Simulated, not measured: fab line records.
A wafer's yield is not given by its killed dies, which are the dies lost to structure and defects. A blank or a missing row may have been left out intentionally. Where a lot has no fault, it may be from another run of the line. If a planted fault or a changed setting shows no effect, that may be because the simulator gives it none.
Problem report in the 8D (eight disciplines) form, filled by code / flow sky130 / the parts of the form that need people (team, actions taken, sign-off) are left out

## 1. PROBLEM STATEMENT
run_length_s at SKY_VIA2_SOFTBAKE_08 reads a mean of 121.68 s on 3 wafers of 3 lots; wafers without a fault read 119.04 s with a standard deviation of 0.22. That is +12 standard deviations from the usual mean.
The step: time 90 s.
First seen on wafer L932.1, day 41 19:00, on litho_track-04. The record has a number at this step for 40 wafers belonging to 14 lots. The rule behind "out" and "out of limits": a value lying over 4 standard deviations away from the usual mean. Any other wafer with a number is counted as sound.

## 2. WHAT IT IS, WHAT IT ISN'T
question=which readings at this step | is=run_length_s | is not=-
question=which lots | is=L932, L933, L934 | is not=L916, L918, L919, L920, L921, L922, L923, L924, L926, L927, L928
question=which wafers of those lots | is=L932.1, L933.1, L934.3 | is not=L932.2, L933.6, L934.2, L934.4
question=read on which tools | is=litho_track-04 | is not=litho_track-01, litho_track-03
question=when | is=from day 41 19:00 | is not=up to then (34 sound wafers); but 3 sound wafers of L933, L934 came after

## 3. WHAT RULES OUT EACH SUSPECT
Counting: a tool at a process step up to the reading stays a suspect if it ran every lot that is out. Sound lots after the first of them don't rule it out here, since some wafers of a struck lot are sound.
- litho_track-04 at SKY_VIA2_SOFTBAKE_08 (time 90 s): kept. Every lot that is out went through it, the first being L932 (day 41 19:00); the last sound lot it ran before that was L927 (day 39 00:00). Its own run_length_s readings are out on those wafers.
After counting, what remains is litho_track-04 at SKY_VIA2_SOFTBAKE_08.

## 4. THE CAUSE (what the simulator had put in)
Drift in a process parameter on litho_track-04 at SKY_VIA2_SOFTBAKE_08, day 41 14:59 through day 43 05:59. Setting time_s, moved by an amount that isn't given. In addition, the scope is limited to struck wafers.
The count eliminated every tool but this one.

## 5. THE EFFECT CHAIN, in route order
Each row: a reading where the mean over the struck wafers with a number is more than 3 standard deviations away from the usual. Only readings for which the record gives a usual standard deviation are gone through. hours: the time from each lot's start at the first step in this table that gives one to its start at this step, as a median over the lots. sigmas: the change in usual standard deviations.
hours=0; step=SKY_VIA2_SOFTBAKE_08; reading=run_length_s; usual=119.04 s; on struck wafers=121.68; change=+2.64; sigmas=+12
Its process steps:
- SKY_VIA2_SOFTBAKE_08: time 90 s.

## 6. WHAT WOULD HAVE CAUGHT IT SOONER
In this record no reading fell out of limits until day 41 19:00, 4 hours after the fault had begun at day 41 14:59.
